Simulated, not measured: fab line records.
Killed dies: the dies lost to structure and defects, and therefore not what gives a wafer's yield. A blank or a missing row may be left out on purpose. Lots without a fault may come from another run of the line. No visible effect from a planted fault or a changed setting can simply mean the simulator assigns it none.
Which tool was responsible? ; flow sfq line ; 42 wafers from 14 lots sampled at 4 of the route's 325 steps

## WHAT THE GAUGES READ, wafer by wafer
SFQ_M4_OVL_MEAS_926.
lot;measured;on;M4_OVL (nm)
L570;day 37 14:16;overlay-01;-4 1 -1
L571;day 48 09:14;overlay-02;-5 -5 -7
L572;day 48 11:38;overlay-01;1 -4 -5
L573;day 48 12:49;overlay-02;-5 -6 -7
L575;day 49 02:02;overlay-01;6 -2 7
L576;day 49 11:37;overlay-02;-2 4 -12
L579;day 50 12:49;overlay-02;-2 -5 -5
L580;day 50 16:20;overlay-02;-4 2 -2
L581;day 50 18:44;overlay-02;-5 -3 0
L584;day 51 19:56;overlay-02;-8 -15 -11
L585;day 51 23:32;overlay-02;-4 -12 -9
L586;day 52 09:08;overlay-01;-9 -10 -6
L590;day 53 12:31;overlay-02;-3 1 -1
L593;day 56 03:56;overlay-01;-9 1 -3

## WHICH TOOL RAN EACH LOT (tool, then ch and the chambers of the sampled wafers, then the start)
lot;SFQ_TRILAYER_I1_CMP_CMP_046;SFQ_TRILAYER_I1_METRO_MEASURE_047;SFQ_TRILAYER_I1_VIA_ETCH_VIA_ETCH_052
L570;cmp-02 ch 0,1, day 23 15:07;film metro-04, day 23 18:50;rie diel-02 ch 0,1, day 24 03:58
L571;cmp-02 ch 0,1, day 23 21:37;film metro-01, day 24 00:38;rie diel-01 ch 1,2,3, day 24 08:46
L572;cmp-02 ch 0,2,3, day 24 15:07;film metro-03, day 24 18:38;rie diel-01 ch 0,3, day 25 09:37
L573;cmp-01 ch 0,2,3, day 24 17:12;film metro-04, day 24 20:19;rie diel-02 ch 0,1,3, day 25 10:49
L575;cmp-02 ch 2,3, day 25 16:37;film metro-01, day 25 19:26;rie diel-01 ch 0,2, day 26 02:25
L576;cmp-01 ch 1,3, day 26 11:42;film metro-04, day 26 14:19;rie diel-01 ch 1,3, day 26 23:44
L579;cmp-02 ch 0,2,3, day 27 23:23;film metro-01, day 28 02:00;rie diel-02 ch 0,1,3, day 28 06:24
L580;cmp-01 ch 0,2,3, day 28 02:26;film metro-03, day 28 04:33;rie diel-04 ch 1,2,3, day 28 08:06
L581;cmp-02 ch 0,1,3, day 28 07:53;film metro-03, day 28 11:00;rie diel-01 ch 1,2,3, day 28 18:58
L584;cmp-01 ch 0,1,2, day 29 05:12;film metro-01, day 29 08:19;rie diel-01 ch 0,2,3, day 29 11:50
L585;cmp-01 ch 0,1,2, day 29 11:42;film metro-04, day 29 14:31;rie diel-04 ch 1,2,3, day 29 17:50
L586;cmp-02 ch 1,2,3, day 29 16:18;film metro-04, day 29 18:31;rie diel-04 ch 0,1, day 29 21:26
L590;cmp-02 ch 0,2,3, day 30 19:53;film metro-03, day 30 22:43;rie diel-04 ch 1,2,3, day 37 04:27
L593;cmp-01 ch 0,2,3, day 32 15:25;film metro-04, day 32 18:44;rie diel-01 ch 0,3, day 38 19:57
- SFQ_TRILAYER_I1_CMP_CMP_046: polishes SiO2.
- SFQ_TRILAYER_I1_METRO_MEASURE_047
- SFQ_TRILAYER_I1_VIA_ETCH_VIA_ETCH_052: etches SiO2 in CHF3, stops on Nb, target depth 260 nm.

## AS READ BY THE TOOLS THEMSELVES (means over the sampled wafers that have a number; for cases with no such wafer, the mark the record gives instead)
SFQ_TRILAYER_I1_CMP_CMP_046.
lot;tool;motor current A (A);time to endpoint s (s)
L570;cmp-02;10.5;213
L571;cmp-02;10.8;207
L572;cmp-02;9.4;221
L573;cmp-01;10.7;221
L575;cmp-02;8.0;225
L576;cmp-01;10.4;214
L579;cmp-02;9.5;211
L580;cmp-01;10.7;223
L581;cmp-02;9.9;210
L584;cmp-01;10.6;205
L585;cmp-01;10.4;207
L586;cmp-02;9.6;205
L590;cmp-02;9.8;213
L593;cmp-01;10.5;216

SFQ_TRILAYER_I1_METRO_MEASURE_047.
lot;tool;thk nm (nm)
L570;film metro-04;199.3
L571;film metro-01;198.9
L572;film metro-03;200.5
L573;film metro-04;200.7
L575;film metro-01;200.8
L576;film metro-04;200.3
L579;film metro-01;200.2
L580;film metro-03;200.0
L581;film metro-03;198.9
L584;film metro-01;204.7
L585;film metro-04;203.9
L586;film metro-04;200.0
L590;film metro-03;200.2
L593;film metro-04;201.0

SFQ_TRILAYER_I1_VIA_ETCH_VIA_ETCH_052.
lot;tool;drypump motor current A (A);oes product au (a.u.)
L570;rie diel-02;6.2;0.851
L571;rie diel-01;5.4;0.855
L572;rie diel-01;4.8;0.862
L573;rie diel-02;5.9;0.860
L575;rie diel-01;5.0;0.854
L576;rie diel-01;5.2;0.857
L579;rie diel-02;5.9;0.859
L580;rie diel-04;5.7;0.855
L581;rie diel-01;5.4;0.848
L584;rie diel-01;5.0;0.865
L585;rie diel-04;5.7;0.869
L586;rie diel-04;5.6;0.854
L590;rie diel-04;5.7;0.853
L593;rie diel-01;4.8;0.860

## THE ANSWER, worked out from the rows above alone
Rule: the lots themselves supply what counts as usual. The widest of any qualifying gaps counts: lots, ordered by their means at a reading, are off when they make up no more than a third of the lots, leave a main group of 4 or more, and stand apart from it by 3 or more times the standard deviation of that group's means. The tables above print the reading to a certain number of digits; a main group whose means all agree to those digits is not used. Also off: a lot with no number at a reading for which 4 or more lots have one. All remaining lots with rows at the step are treated as sound. The gauges are gone through in route order, then the tools' own readings, and for those a lot's mean is taken as printed above. At the first step where some lot is off, the reading lying furthest off is the one used; lots without a number count as furthest.
Off, at SFQ_TRILAYER_I1_METRO_MEASURE_047 on thk nm: L584, L585. The main group: mean 200.1 nm, standard deviation 0.67.
If a tool, at that step or one of the process steps before it, ran each lot that is off and ran no sound lot following the first of them, it fits. No candidate that was tried fits.

## WHAT WAS PUT IN BY THE SIMULATOR
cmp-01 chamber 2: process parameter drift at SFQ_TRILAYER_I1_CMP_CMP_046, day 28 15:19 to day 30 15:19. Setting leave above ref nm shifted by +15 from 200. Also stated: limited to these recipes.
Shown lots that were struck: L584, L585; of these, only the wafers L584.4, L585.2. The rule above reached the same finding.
